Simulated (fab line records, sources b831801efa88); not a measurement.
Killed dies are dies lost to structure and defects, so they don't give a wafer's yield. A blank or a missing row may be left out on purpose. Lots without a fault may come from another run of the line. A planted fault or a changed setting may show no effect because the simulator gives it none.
A struck lot beside a sound one | flow sky130 | 26 steps out of a route of 708
Sound: wafers L109.1, L109.2, L109.3. Struck: wafer L102.3. (L102.1 of the same lot was not struck and is left out.) The cause comes at the end.
At each step with rows: each side's tool, then ch and its chambers, then its first start. Under that, the readings that differ: sound wafers | struck wafers | difference of the means | sigmas: that difference in standard deviations of wafers without a fault.
alike: readings whose means differ by less than 2 such deviations, and words and numbers that are the same on both sides. not compared: withheld readings, readings that some wafer has no value for, bounds like >300 that may hide the same value, and numbers for which the record gives no deviation and whose values overlap.
The two part at a step that has a row with sigmas, a row that says differs or no value, or rows on one side only. Numbers that don't overlap but have no deviation are shown without sigmas and don't part them. A reading that every wafer of one side lacks parts them only if that side has two wafers or more.

first, 6 steps without rows for these wafers: SKY_SD_N_IMPLANT_10; SKY_SD_N_STRIP_11 (strips in O2/N2); SKY_SD_N_CLEAN_13 (cleans in SC1/SC2, time 150 s); SKY_SD_N_RTA_14 (time 2 s); SKY_SALICIDE_CLEAN_00 (cleans in HF-last, time 30 s); SKY_LI_CONTACT_HDPCVD_00 (deposits PSG, target thk 930 nm, time 155 s).
SKY_LI_CONTACT_CMP_02: polishes PSG.
  sound on cmp-01 ch 0,1,3, day 33 11:45; struck on cmp-02 ch 2, day 30 22:53
  reading                                       | sound             | struck | difference | sigmas
  time_to_endpoint_s (s)                        | 33.5 32.3 32.3    | 16.7   | -16.0      | -7
  model.PSG_of_LI_CONTACT_HDPCVD_00.thk_nm (nm) | 598.9 598.7 597.7 | 745.7  | +147.3     |
  alike: head_pressure_psi, motor_current_A
then, 9 steps without rows for these wafers: SKY_LI_CONTACT_DEHYDRATE_04 (time 60 s); SKY_LI_CONTACT_HMDS_05 (prime time 60 s); SKY_LI_CONTACT_COAT_06 (resist thk 60 nm); SKY_LI_CONTACT_COAT_07 (resist thk 450 nm); SKY_LI_CONTACT_SOFTBAKE_08 (time 90 s); SKY_LI_CONTACT_EXPOSE_09 (exposes mask LICM1, target cd 170 nm); SKY_LI_CONTACT_PEB_10; SKY_LI_CONTACT_DEVELOP_11 (develop time 60 s); SKY_LI_CONTACT_ETCH_14 (etches BARC in N2/H2, stops on SiO2, time 45.9 s, target depth 60 nm).
SKY_LI_CONTACT_ETCH_15: etches PSG in C4F8/O2/Ar, stops on Si, target depth 600 nm.
  sound on rie_diel-04 ch 0,1,3, day 34 16:08; struck on rie_diel-01 ch 1, day 32 04:13
  reading                                | sound             | struck | difference | sigmas
  oes_product_au (a.u.)                  | 0.835 0.831 0.831 | 0.955  | +0.123     | +26
  model.etch.depth_nm (nm)               | 598.9 598.7 597.7 | 745.7  | +147.3     |
  model.LI_CONTACT.feature_depth_nm (nm) | 598.9 598.7 597.7 | 745.7  | +147.3     |
then, 6 steps without rows for these wafers: SKY_LI_CONTACT_STRIP_16 (strips in O2/N2); SKY_LI_CONTACT_CLEAN_17 (cleans in NMP, time 600 s); SKY_LI_CONTACT_PRE_CLEAN_18 (time 5.6 s); SKY_LI_CONTACT_SPUTTER_19 (material Ti, target thk 20 nm, time 106.37 s); SKY_LI_CONTACT_SPUTTER_20 (material TiN, target thk 20 nm, time 80 s); SKY_LI_CONTACT_CVD_21 (deposits W, target thk 400 nm, time 120.56 s).
SKY_LI_CONTACT_CMP_24: polishes, stops on PSG, t overpolish 20 s, target thk 0 nm.
  sound on cmp-01 ch 0,1,2, day 34 17:02; struck on cmp-01 ch 1, day 32 05:12
  reading                                       | sound             | struck | difference | sigmas
  model.PSG_of_LI_CONTACT_HDPCVD_00.thk_nm (nm) | 589.4 589.3 588.2 | 736.2  | +147.2     |
  alike: head_pressure_psi, motor_current_A
then, 1 step without rows for these wafers: SKY_LOCAL_INTERCONNECT_SPUTTER_00 (material TiN, target thk 100 nm, time 83.3 s).
-- the record jumps here: 16 days lie between the struck wafers' starts before and after (it left off in module LOCAL_INTERCONNECT and takes up again in module PAD_OPEN, whose first step shown is number 708 of the route) --
SKY_PAD_OPEN_PROBE_99:
  sound on prober-02, day 50 04:46; struck on prober-02, day 48 08:31
  reading                                 | sound             | struck | difference | sigmas
  killed_at_other                         | 0 0 0             | 1      | +1         | +2
  model.etest.licon_pdiff.rc_ohm          | 611.3 603.5 588.3 | 659.6  | +58.6      |
  model.etest.nfet_g5v0d10v5.r_on_ohm_um  | 1859 1873 1884    | 1912   | +40        |
  model.etest.nfet_01v8.r_on_ohm_um       | 836.8 816.8 836.2 | 864.1  | +34.2      |
  model.etest.licon_ndiff.rc_ohm          | 181.1 183.2 180.5 | 221.9  | +40.3      |
  model.etest.licon_high_po.rc_ohm        | 348.7 351.5 337.7 | 385.9  | +39.9      |
  model.etest.sonos_uncharged.r_on_ohm_um | 815.3 799.8 821.9 | 838.9  | +26.6      |
  model.etest.cap_li_to_poly.c_af_um2     | 97.76 98.7 99.1   | 69.44  | -29.08     |
  model.etest.licon_poly.rc_ohm           | 151.1 151 148.3   | 170.4  | +20.3      |
  alike: killed_at_M0_to_M3, killed_at_M4_up, killed_at_contacts, killed_at_front_end, killed_dies, killed_open, killed_short

WHERE THEY PART
First at SKY_LI_CONTACT_CMP_02; last, within this record, at SKY_PAD_OPEN_PROBE_99.

WHY: what the simulator had put in
Process parameter drift: cmp-02, from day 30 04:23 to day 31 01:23, at SKY_LI_CONTACT_CMP_02. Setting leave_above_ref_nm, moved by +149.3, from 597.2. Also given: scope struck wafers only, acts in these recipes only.
